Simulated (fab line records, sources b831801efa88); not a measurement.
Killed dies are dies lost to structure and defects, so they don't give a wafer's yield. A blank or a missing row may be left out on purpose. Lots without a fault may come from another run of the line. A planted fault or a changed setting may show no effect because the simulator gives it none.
fab line records | flow sky130
record lots=5 wafers=23
route steps=708 shown FIELD_ISO@4 DNWELL@37 PWDE@47 NWELL@64
start_h: hours from the record's first day to the start of the lot's first wafer shown | wait_h: hours since the lot's step before | " the same as in the row above | L1.1+2: a row that stands for several wafers | - no value, or no start given | * or withheld: withheld | < > ~ a bound
route shown NAME@n: a module of which the file shows steps, and the number in the route of the first | usual: mean/standard deviation of fault-free wafers | same: alike in all rows | chamber/n: place in a boat | sites: the reading at each site | _std_site: their standard deviation | _edge_site: outer sites' mean less inner sites' | radius_mm: how far each site lies from the wafer's centre | mask NAME#n: copy n | behind: the tool/chamber that last shaped the wafer | hold: why the lot was held/for how many hours/how that ended | device: the transistor (n, p or np) that didn't switch | end of line: the same wafers' tests at the end of the route | a step without rows: its recipe alone | killed: dies lost to structure and defects at the first sort, not the wafer's yield | map: a wafer's dies, x killed, . not, _ none there
set.NAME: the setting as run; set.NAME@STEP: as run at that earlier step | model.NAME: the simulator's own value behind a step, which no gauge read
lots whose settings were changed on purpose; a table a step, a row a wafer
## steps
# step SKY_FIELD_ISO_CVD_03
# recipe material=Si3N4 precursor=DCS/NH3 target_thk_nm=165 temp_c=770 time_s=2830 pressure_mtorr=250
# columns lot.wafer tool chamber start_h wait_h set.temp_c model.Si3N4_of_FIELD_ISO_CVD_03.thk_nm
L075.1 - - - 0.1 783.2 217
L075.2 " - " " 783.2 215.9
L075.3 " - " " 783.2 215.8
L075.5 " - " " 783.2 216.5
L075.6 " - " " 783.2 214.8
L076.2+5 - - - 0.0 756.8 127.7
L076.3 " - " " 756.8 129.2
L076.4 " - " " 756.8 127.3
L076.6 " - " " 756.8 129.4
L079.3 lpcvd-02 0 37.80 1.1 770 166.1
L079.5 " 0 " " 770 165
L079.6 " 0 " " 770 164.6
L082.1 - - - 0.1 750.9 113.9
L082.2 " - " " 750.9 113.4
L082.3 " - " " 750.9 112.5
L082.4 " - " " 750.9 114.1
L082.5 " - " " 750.9 112.7
L084.1 - - - 0.1 788.4 231.6
L084.2 " - " " 788.4 231.7
L084.4 " - " " 788.4 232.3
L084.5 " - " " 788.4 232.2
L084.6 " - " " 788.4 233.9
# step SKY_FIELD_ISO_THK_MEAS_04
# recipe reads=Si3N4_of_FIELD_ISO_CVD_03
# usual FIELD_ISO_CVD_03_THK=165.4/1.7
# columns lot.wafer tool chamber start_h wait_h set.temp_c@FIELD_ISO_CVD_03 FIELD_ISO_CVD_03_THK[nm]
L075.1 film_metro-03 - - - 783.2 216.9
L075.2 " - " " 783.2 215.7
L075.3 " - " " 783.2 215.7
L075.5 " - " " 783.2 216.7
L075.6 " - " " 783.2 214.8
L076.2 film_metro-01 - - - 756.8 127.8
L076.3 " - " " 756.8 129.1
L076.4 " - " " 756.8 127.4
L076.5 " - " " 756.8 127.8
L076.6 " - " " 756.8 129.3
L079.3 film_metro-02 - 39.61 0.0 770 166.1
L079.5 " - " " 770 165.1
L079.6 " - " " 770 164.6
L082.1 film_metro-02 - - - 750.9 114.0
L082.2 " - " " 750.9 113.4
L082.3 " - " " 750.9 112.5
L082.4 " - " " 750.9 114.1
L082.5 " - " " 750.9 112.8
L084.1 film_metro-03 - - - 788.4 231.6
L084.2 " - " " 788.4 231.7
L084.4 " - " " 788.4 232.5
L084.5 " - " " 788.4 232.1
L084.6 " - " " 788.4 233.8
# step SKY_FIELD_ISO_EXPOSE_10
# recipe mask_id=FOM na=0.68 source_shape=annular sigma_inner=0.4 sigma_outer=0.8 target_cd_nm=150 dose_mj=28
# columns lot.wafer tool chamber start_h wait_h mask set.dose_mj
L075.1+5 krf_scanner-01 0 - - FOM#0 27.3
L075.2+3+6 " 0 " " FOM#0 28
L076.2+3+4+5+6 krf_scanner-02 0 - - FOM#0 28
L079.3+5+6 krf_scanner-02 0 - - FOM#0 28
L082.1+2+3+4+5 krf_scanner-02 0 - - FOM#0 28
L084.1+2+6 krf_scanner-01 0 - - FOM#0 28
L084.4+5 " 0 " " FOM#0 28.74
# step SKY_FIELD_ISO_PEB_11
# recipe peb_temp_c=withheld peb_time_s=withheld resist=KrF-thick
# step SKY_FIELD_ISO_DEVELOP_12
# recipe develop_time_s=60 resist=KrF-thick dev_temp_c=21
# step SKY_FIELD_ISO_CD_MEAS_13
# recipe target_cd_nm=150
# usual cd_nm=150.0/1.5
# columns lot.wafer tool chamber start_h wait_h set.dose_mj@FIELD_ISO_EXPOSE_10 cd_nm
L075.1 cd_sem-02 - 33.68 - 27.3 154.8
L075.2 " - " " 28 149.4
L075.3 " - " " 28 149.6
L075.5 " - " " 27.3 155.0
L075.6 " - " " 28 149.1
L076.2 cd_sem-01 - 38.60 - 28 152.0
L076.3 " - " " 28 152.3
L076.4 " - " " 28 151.9
L076.5 " - " " 28 151.3
L076.6 " - " " 28 153.4
L079.3 cd_sem-02 - 55.12 - 28 150.7
L079.5 " - " " 28 150.7
L079.6 " - " " 28 150.0
L082.1 cd_sem-02 - 70.48 - 28 148.3
L082.2 " - " " 28 150.4
L082.3 " - " " 28 148.7
L082.4 " - " " 28 150.1
L082.5 " - " " 28 150.2
L084.1 cd_sem-02 - 80.38 - 28 150.7
L084.2 " - " " 28 150.4
L084.4 " - " " 28.74 144.8
L084.5 " - " " 28.74 146.1
L084.6 " - " " 28 151.0
# step SKY_FIELD_ISO_ETCH_15
# recipe chemistry=CHF3/O2 target_depth_nm=180 stop_on=Si source_w=600 bias_w=200 pressure_mtorr=40 chf3_flow_sccm=50 O2_flow_sccm=5 time_s=72
# usual oes_product_au=0.947/0.0077
# columns lot.wafer tool chamber start_h wait_h set.bias_w set.temp_c@FIELD_ISO_CVD_03 oes_product_au
L075.1 rie_diel-02 2 33.84 0.0 200 783.2 1.020
L075.2 " 1 " " 190.2 783.2 1.000
L075.3 " 0 " " 200 783.2 0.994
L075.5 " 2 " " 200 783.2 1.006
L075.6 " 1 " " 190.2 783.2 0.989
L076.2 rie_diel-04 3 38.74 0.0 200 756.8 0.807
L076.3 " 0 " " 200 756.8 0.823
L076.4 " 2 " " 200 756.8 0.812
L076.5 " 2 " " 200 756.8 0.823
L076.6 " 1 " " 200 756.8 0.821
L079.3 rie_diel-04 0 55.24 0.0 200 770 0.950
L079.5 " 3 " " 200 770 0.947
L079.6 " 0 " " 200 770 0.947
L082.1 rie_diel-02 1 70.64 0.0 215.4 750.9 0.769
L082.2 " 2 " " 200 750.9 0.763
L082.3 " 3 " " 200 750.9 0.763
L082.4 " 0 " " 215.4 750.9 0.770
L082.5 " 0 " " 215.4 750.9 0.768
L084.1 rie_diel-04 2 80.54 0.0 190.8 788.4 0.985
L084.2 " 1 " " 190.8 788.4 0.957
L084.4 " 2 " " 190.8 788.4 0.993
L084.5 " 3 " " 200 788.4 1.002
L084.6 " 1 " " 200 788.4 0.975
# step SKY_FIELD_ISO_OXIDATION_22
# recipe temp_c=950 ambient=O2 stabilise_s=600 purge_s=300 target_thk_a=100 ox_time_s=623
# columns lot.wafer tool chamber start_h wait_h set.temp_c model.SiO2_of_FIELD_ISO_OXIDATION_22.thk_nm
L075.1 - - - 0.0 930.2 7.715
L075.2 " - " " 930.2 7.961
L075.3 " - " " 930.2 7.82
L075.5 " - " " 930.2 7.91
L075.6 " - " " 930.2 7.84
L076.2+5 - - - 1.2 950 10.19
L076.3 " - " " 950 10.13
L076.4 " - " " 950 10.23
L076.6 " - " " 950 10.08
L079.3 furnace-02 0 56.29 0.5 950 9.711
L079.5 " 0 " " 950 9.809
L079.6 " 0 " " 950 9.856
L082.1 - - - 4.2 950 9.758
L082.2 " - " " 950 9.987
L082.3 " - " " 950 9.913
L082.4 " - " " 950 10.16
L082.5 " - " " 950 10.06
L084.1 - - - 0.6 962.8 11.93
L084.2+4 " - " " 962.8 11.99
L084.5 " - " " 962.8 12
L084.6 " - " " 962.8 12.08
# step SKY_FIELD_ISO_THK_MEAS_23
# recipe reads=SiO2_of_FIELD_ISO_OXIDATION_22
# usual FIELD_ISO_OXIDATION_01_THK=10.00/0.18
# columns lot.wafer tool chamber start_h wait_h set.temp_c@FIELD_ISO_OXIDATION_22 FIELD_ISO_OXIDATION_01_THK[nm]
L075.1 film_metro-03 - - - 930.2 7.75
L075.2 " - " " 930.2 7.93
L075.3 " - " " 930.2 7.81
L075.5 " - " " 930.2 7.93
L075.6 " - " " 930.2 7.83
L076.2 film_metro-01 - - - 950 10.21
L076.3 " - " " 950 10.13
L076.4 " - " " 950 10.22
L076.5 " - " " 950 10.21
L076.6 " - " " 950 10.07
L079.3 film_metro-03 - 57.48 0.0 950 9.73
L079.5 " - " " 950 9.81
L079.6 " - " " 950 9.82
L082.1 film_metro-02 - - - 950 9.73
L082.2 " - " " 950 10.00
L082.3 " - " " 950 9.90
L082.4 " - " " 950 10.14
L082.5 " - " " 950 10.04
L084.1 film_metro-01 - - - 962.8 11.93
L084.2 " - " " 962.8 12.00
L084.4 " - " " 962.8 11.99
L084.5 " - " " 962.8 12.02
L084.6 " - " " 962.8 12.06
# step SKY_DNWELL_COAT_02
# recipe spin_rpm=2000 resist_thk_nm=3000
# columns lot.wafer tool chamber start_h wait_h set.resist_thk_nm model.coat_of_DNWELL_COAT_02.thk_nm
L075.1 litho_track-01 0 47.43 0.1 2917 2919
L075.2 " 0 " " 3000 3007
L075.3 " 0 " " 3000 3005
L075.5 " 0 " " 2917 2923
L075.6 " 0 " " 2917 2927
L076.2 litho_track-03 0 53.76 0.1 3000 2998
L076.3 " 0 " " 3000 3008
L076.4 " 0 " " 3050 3042
L076.5 " 0 " " 3050 3054
L076.6 " 0 " " 3000 3001
L079.3 litho_track-01 0 71.78 0.1 3000 2998
L079.5 " 0 " " 3000 2999
L079.6 " 0 " " 3000 3002
L082.1 litho_track-03 0 91.59 0.1 3000 3007
L082.2 " 0 " " 3000 3008
L082.3 " 0 " " 3000 3011
L082.4+5 " 0 " " 3076 3082
L084.1 litho_track-03 0 96.89 0.1 3000 2999
L084.2 " 0 " " 2925 2929
L084.4+5 " 0 " " 3000 3000
L084.6 " 0 " " 2925 2928
# step SKY_DNWELL_SOFTBAKE_03
# recipe temp_c=110 time_s=withheld
# step SKY_DNWELL_EXPOSE_04
# recipe mask_id=DNM na=0.57 target_cd_nm=3000 dose_mj=222
# step SKY_DNWELL_DEVELOP_06
# recipe wall_angle_deg=90 developer=TMAH develop_time_s=60 dev_temp_c=23
# step SKY_DNWELL_IMPLANT_07
# recipe species=P energy_kev=withheld dose_cm2=withheld tilt_deg=withheld
# step SKY_DNWELL_STRIP_08
# recipe chemistry=O2/N2 power_w=1400 pressure_mtorr=1500 platen_temp_c=withheld o2_flow_sccm=3000 n2_flow_sccm=300 overash_fraction=0.5
# usual strip_time_to_endpoint_s=36.94/0.079
# columns lot.wafer tool chamber start_h wait_h set.resist_thk_nm@DNWELL_COAT_02 strip_time_to_endpoint_s
L075.1 plasma_asher-02 0 56.38 0.1 2917 35.99
L075.2 " 1 " " 3000 36.99
L075.3 " 1 " " 3000 36.99
L075.5 " 0 " " 2917 36.03
L075.6 " 1 " " 2917 36.07
L076.2 plasma_asher-02 0 62.16 0.1 3000 36.88
L076.3 " 0 " " 3000 36.99
L076.4 " 1 " " 3050 37.40
L076.5 " 0 " " 3050 37.54
L076.6 " 1 " " 3000 36.92
L079.3 plasma_asher-04 0 79.91 0.1 3000 36.89
L079.5 " 0 " " 3000 36.90
L079.6 " 1 " " 3000 36.92
L082.1 plasma_asher-03 1 100.55 0.1 3000 37.00
L082.2 " 0 " " 3000 37.00
L082.3 " 1 " " 3000 37.03
L082.4 " 0 " " 3076 37.84
L082.5 " 0 " " 3076 37.83
L084.1 plasma_asher-04 0 104.91 0.1 3000 36.90
L084.2 " 1 " " 2925 36.11
L084.4 " 0 " " 3000 36.92
L084.5 " 1 " " 3000 36.89
L084.6 " 0 " " 2925 36.11
# step SKY_PWDE_COAT_02
# recipe spin_rpm=2000 resist_thk_nm=3000
# columns lot.wafer tool chamber start_h wait_h set.resist_thk_nm model.coat_of_PWDE_COAT_02.thk_nm
L075.1 litho_track-03 0 64.54 0.1 3135 3135
L075.2 " 0 " " 3135 3131
L075.3 " 0 " " 3000 3001
L075.5 " 0 " " 3135 3130
L075.6 " 0 " " 3000 3000
L076.2 litho_track-03 0 70.11 0.1 3000 3016
L076.3 " 0 " " 2851 2857
L076.4 " 0 " " 3000 3020
L076.5 " 0 " " 3000 3018
L076.6 " 0 " " 2851 2860
L079.3 litho_track-04 0 87.98 0.1 3000 3009
L079.5 " 0 " " 3000 3008
L079.6 " 0 " " 3000 2999
L082.1 litho_track-04 0 108.73 0.1 3000 3004
L082.2 " 0 " " 3128 3126
L082.3 " 0 " " 3000 2997
L082.4 " 0 " " 3128 3123
L082.5 " 0 " " 3000 2987
L084.1 litho_track-02 0 113.51 0.1 3154 3156
L084.2 " 0 " " 3154 3158
L084.4 " 0 " " 3000 2999
L084.5 " 0 " " 3154 3164
L084.6 " 0 " " 3000 3004
# step SKY_PWDE_IMPLANT_08
# recipe species=B energy_kev=150 dose_cm2=3.6e+12 tilt_deg=withheld
# columns lot.wafer tool chamber start_h wait_h set.dose_cm2
L075.1+2 implanter-04 0 73.10 0.0 3.6e+12
L075.3+5+6 " 0 " " 3.866e+12
L076.2+3+4+5+6 implanter-03 0 78.24 0.0 3.6e+12
L079.3+5+6 implanter-03 0 96.67 0.1 3.6e+12
L082.1+4 implanter-04 0 117.92 0.0 3.684e+12
L082.2+3+5 " 0 " " 3.6e+12
L084.1+6 implanter-03 0 122.11 0.0 3.6e+12
L084.2+4+5 " 0 " " 3.398e+12
# step SKY_PWDE_STRIP_09
# recipe chemistry=O2/N2 power_w=1400 pressure_mtorr=1500 platen_temp_c=withheld o2_flow_sccm=3000 n2_flow_sccm=300 overash_fraction=0.5
# usual strip_time_to_endpoint_s=36.94/0.098
# columns lot.wafer tool chamber start_h wait_h set.resist_thk_nm@PWDE_COAT_02 strip_time_to_endpoint_s
L075.1 plasma_asher-02 1 73.25 0.1 3135 38.45
L075.2 " 0 " " 3135 38.41
L075.3 " 0 " " 3000 36.92
L075.5 " 1 " " 3135 38.43
L075.6 " 0 " " 3000 36.90
L076.2 plasma_asher-04 1 78.36 0.1 3000 37.10
L076.3 " 1 " " 2851 35.26
L076.4 " 0 " " 3000 37.14
L076.5 " 1 " " 3000 37.13
L076.6 " 0 " " 2851 35.29
L079.3 plasma_asher-04 1 96.81 0.1 3000 37.01
L079.5 " 0 " " 3000 37.02
L079.6 " 1 " " 3000 36.92
L082.1 plasma_asher-01 1 118.07 0.1 3000 36.96
L082.2 " 0 " " 3128 38.36
L082.3 " 1 " " 3000 36.86
L082.4 " 0 " " 3128 38.32
L082.5 " 0 " " 3000 36.76
L084.1 plasma_asher-02 1 122.26 0.1 3154 38.68
L084.2 " 0 " " 3154 38.69
L084.4 " 1 " " 3000 36.91
L084.5 " 0 " " 3154 38.77
L084.6 " 1 " " 3000 36.96
# step SKY_PWDE_TW_MEAS_10
# usual PWDE_TW=372.5/2.3
# columns lot.wafer tool chamber start_h wait_h set.dose_cm2@PWDE_IMPLANT_08 PWDE_TW
L075.1 film_metro-01 - 73.35 0.1 3.6e+12 368.7
L075.2 " - " " 3.6e+12 370.7
L075.3 " - " " 3.866e+12 379.1
L075.5 " - " " 3.866e+12 379.3
L075.6 " - " " 3.866e+12 379.3
L076.2 film_metro-01 - 78.47 0.1 3.6e+12 369.8
L076.3 " - " " 3.6e+12 370.7
L076.4 " - " " 3.6e+12 368.0
L076.5 " - " " 3.6e+12 370.4
L076.6 " - " " 3.6e+12 369.8
L079.3 film_metro-04 - 96.89 0.1 3.6e+12 374.3
L079.5 " - " " 3.6e+12 375.5
L079.6 " - " " 3.6e+12 374.7
L082.1 film_metro-02 - 118.17 0.1 3.684e+12 375.5
L082.2 " - " " 3.6e+12 371.9
L082.3 " - " " 3.6e+12 371.6
L082.4 " - " " 3.684e+12 375.2
L082.5 " - " " 3.6e+12 370.9
L084.1 film_metro-04 - 122.36 0.1 3.6e+12 371.9
L084.2 " - " " 3.398e+12 365.2
L084.4 " - " " 3.398e+12 364.1
L084.5 " - " " 3.398e+12 365.8
L084.6 " - " " 3.6e+12 372.3
# step SKY_NWELL_IMPLANT_11
# recipe species=P energy_kev=400 dose_cm2=1.9e+13 tilt_deg=withheld
# columns lot.wafer tool chamber start_h wait_h set.dose_cm2
L075.1+5 implanter-04 0 89.32 0.0 1.996e+13
L075.2+3+6 " 0 " " 1.9e+13
L076.2+3+4+5+6 implanter-03 0 95.34 0.0 1.9e+13
L079.3+5+6 implanter-01 0 113.27 0.1 1.9e+13
L082.1+2+5 implanter-03 0 136.91 0.0 1.9e+13
L082.3+4 " 0 " " 1.801e+13
L084.1+2+4+5+6 implanter-01 0 141.71 0.0 1.9e+13
# step SKY_NWELL_IMPLANT_12
# recipe species=P energy_kev=120 dose_cm2=1.3e+12 tilt_deg=withheld
# step SKY_NWELL_IMPLANT_13
# recipe species=P energy_kev=50 dose_cm2=7e+11 tilt_deg=withheld
# step SKY_NWELL_STRIP_14
# recipe chemistry=O2/N2 power_w=1400 pressure_mtorr=1500 platen_temp_c=withheld o2_flow_sccm=3000 n2_flow_sccm=300 overash_fraction=0.5
# step SKY_NWELL_TW_MEAS_15
# usual NWELL_TW=1813/11
# columns lot.wafer tool chamber start_h wait_h set.dose_cm2@NWELL_IMPLANT_11 NWELL_TW
L075.1 film_metro-02 - 89.87 0.1 1.996e+13 1832
L075.2 " - " " 1.9e+13 1812
L075.3 " - " " 1.9e+13 1813
L075.5 " - " " 1.996e+13 1847
L075.6 " - " " 1.9e+13 1814
L076.2 film_metro-01 - 95.88 0.1 1.9e+13 1803
L076.3 " - " " 1.9e+13 1801
L076.4 " - " " 1.9e+13 1807
L076.5 " - " " 1.9e+13 1793
L076.6 " - " " 1.9e+13 1805
L079.3 film_metro-01 - 113.79 0.1 1.9e+13 1820
L079.5 " - " " 1.9e+13 1808
L079.6 " - " " 1.9e+13 1819
L082.1 film_metro-01 - 137.46 0.1 1.9e+13 1772
L082.2 " - " " 1.9e+13 1795
L082.3 " - " " 1.801e+13 1755
L082.4 " - " " 1.801e+13 1758
L082.5 " - " " 1.9e+13 1788
L084.1 film_metro-02 - 142.26 0.1 1.9e+13 1822
L084.2 " - " " 1.9e+13 1824
L084.4 " - " " 1.9e+13 1823
L084.5 " - " " 1.9e+13 1816
L084.6 " - " " 1.9e+13 1816
# step SKY_NWELL_DEVELOP_22
# recipe wall_angle_deg=90 developer=TMAH develop_time_s=60 dev_temp_c=23
# columns lot.wafer tool chamber start_h wait_h set.develop_time_s
L075.1+6 litho_track-01 0 - - 68.3
L075.2+3+5 " 0 " " 60
L076.2+6 litho_track-02 0 - - 63.81
L076.3+4+5 " 0 " " 60
L079.3+5+6 litho_track-02 0 - - 60
L082.1+3+4 litho_track-04 0 - - 60
L082.2+5 " 0 " " 57.08
L084.1+2+4 litho_track-04 0 - - 62.94
L084.5+6 " 0 " " 60
# step SKY_NWELL_IMPLANT_24
# recipe species=B energy_kev=140 dose_cm2=9.047e+12 tilt_deg=withheld
# step SKY_NWELL_CLEAN_27
# recipe chemistry=SC1/SC2 mix=1:4:20 temp_c=70 time_s=150 dry=n2_spin
# step SKY_NWELL_RTA_28
# recipe temp_c=1050 time_s=30 idle_temp_c=650 ramp_up_c_per_s=150 ramp_down_c_per_s=90 ambient=N2
# step SKY_NWELL_RS_MEAS_29
# recipe thk_meas_gauge=four-point-probe
# usual NWELL_RS=625.7/1.4
# columns lot.wafer tool chamber start_h wait_h set.dose_cm2@NWELL_IMPLANT_11 NWELL_RS[ohm/sq]
L075.1 film_metro-01 - 106.68 0.1 1.996e+13 608.5
L075.2 " - " " 1.9e+13 625.3
L075.3 " - " " 1.9e+13 624.9
L075.5 " - " " 1.996e+13 607.6
L075.6 " - " " 1.9e+13 624.6
L076.2 film_metro-04 - 112.93 0.1 1.9e+13 624.2
L076.3 " - " " 1.9e+13 625.0
L076.4 " - " " 1.9e+13 625.6
L076.5 " - " " 1.9e+13 626.1
L076.6 " - " " 1.9e+13 626.3
L079.3 film_metro-04 - 132.20 0.1 1.9e+13 627.0
L079.5 " - " " 1.9e+13 625.9
L079.6 " - " " 1.9e+13 626.5
L082.1 film_metro-04 - 157.77 0.1 1.9e+13 626.5
L082.2 " - " " 1.9e+13 624.7
L082.3 " - " " 1.801e+13 645.3
L082.4 " - " " 1.801e+13 644.8
L082.5 " - " " 1.9e+13 624.4
L084.1 film_metro-04 - 161.58 0.1 1.9e+13 627.4
L084.2 " - " " 1.9e+13 626.7
L084.4 " - " " 1.9e+13 627.1
L084.5 " - " " 1.9e+13 627.5
L084.6 " - " " 1.9e+13 628.2
# step SKY_NWELL_RS_MEAS_31
# recipe thk_meas_gauge=four-point-probe
# usual PWDE_RS=5288/17
# columns lot.wafer tool chamber start_h wait_h set.dose_cm2@PWDE_IMPLANT_08 PWDE_RS[ohm/sq]
L075.1 film_metro-01 - 106.92 0.1 3.6e+12 5277
L075.2 " - " " 3.6e+12 5292
L075.3 " - " " 3.866e+12 5004
L075.5 " - " " 3.866e+12 4999
L075.6 " - " " 3.866e+12 4991
L076.2 film_metro-04 - 113.17 0.1 3.6e+12 5306
L076.3 " - " " 3.6e+12 5298
L076.4 " - " " 3.6e+12 5312
L076.5 " - " " 3.6e+12 5308
L076.6 " - " " 3.6e+12 5305
L079.3 film_metro-04 - 132.44 0.1 3.6e+12 5312
L079.5 " - " " 3.6e+12 5310
L079.6 " - " " 3.6e+12 5317
L082.1 film_metro-04 - 158.01 0.1 3.684e+12 5186
L082.2 " - " " 3.6e+12 5289
L082.3 " - " " 3.6e+12 5269
L082.4 " - " " 3.684e+12 5181
L082.5 " - " " 3.6e+12 5294
L084.1 film_metro-04 - 161.82 0.1 3.6e+12 5310
L084.2 " - " " 3.398e+12 5558
L084.4 " - " " 3.398e+12 5562
L084.5 " - " " 3.398e+12 5557
L084.6 " - " " 3.6e+12 5302
## key
split step=SKY_FIELD_ISO_CVD_03 setting=temp_c stated=770 by=lot
response step=SKY_FIELD_ISO_CVD_03 reading=model.Si3N4_of_FIELD_ISO_CVD_03.thk_nm change=+24.8 per=1% r=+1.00
response step=SKY_FIELD_ISO_THK_MEAS_04 reading=FIELD_ISO_CVD_03_THK change=+24.8 per=1% r=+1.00
response step=SKY_FIELD_ISO_ETCH_15 reading=oes_product_au change=+0.0476 per=1% r=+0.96
split step=SKY_FIELD_ISO_EXPOSE_10 setting=dose_mj stated=28 by=wafer
response step=SKY_FIELD_ISO_CD_MEAS_13 reading=cd_nm change=-2.09 per=1% r=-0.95
split step=SKY_FIELD_ISO_ETCH_15 setting=bias_w stated=200 by=wafer
response none clear
split step=SKY_FIELD_ISO_OXIDATION_22 setting=temp_c stated=950 by=lot
response step=SKY_FIELD_ISO_OXIDATION_22 reading=model.SiO2_of_FIELD_ISO_OXIDATION_22.thk_nm change=+1.18 per=1% r=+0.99
response step=SKY_FIELD_ISO_THK_MEAS_23 reading=FIELD_ISO_OXIDATION_01_THK change=+1.18 per=1% r=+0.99
split step=SKY_DNWELL_COAT_02 setting=resist_thk_nm stated=3000 by=wafer
response step=SKY_DNWELL_COAT_02 reading=model.coat_of_DNWELL_COAT_02.thk_nm change=+29 per=1% r=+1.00
response step=SKY_DNWELL_STRIP_08 reading=strip_time_to_endpoint_s change=* per=1% r=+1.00
split step=SKY_PWDE_COAT_02 setting=resist_thk_nm stated=3000 by=wafer
response step=SKY_PWDE_COAT_02 reading=model.coat_of_PWDE_COAT_02.thk_nm change=+30.6 per=1% r=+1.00
response step=SKY_PWDE_STRIP_09 reading=strip_time_to_endpoint_s change=* per=1% r=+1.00
split step=SKY_PWDE_IMPLANT_08 setting=dose_cm2 stated=3.6e+12 by=wafer
response step=SKY_PWDE_TW_MEAS_10 reading=PWDE_TW change=+1.31 per=1% r=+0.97
response step=SKY_NWELL_RS_MEAS_31 reading=PWDE_RS change=-41.2 per=1% r=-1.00
split step=SKY_NWELL_IMPLANT_11 setting=dose_cm2 stated=1.9e+13 by=wafer
response step=SKY_NWELL_TW_MEAS_15 reading=NWELL_TW change=+5.34 per=1% r=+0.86
response step=SKY_NWELL_RS_MEAS_29 reading=NWELL_RS change=-3.58 per=1% r=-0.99
split step=SKY_NWELL_DEVELOP_22 setting=develop_time_s stated=60 by=wafer
response none clear
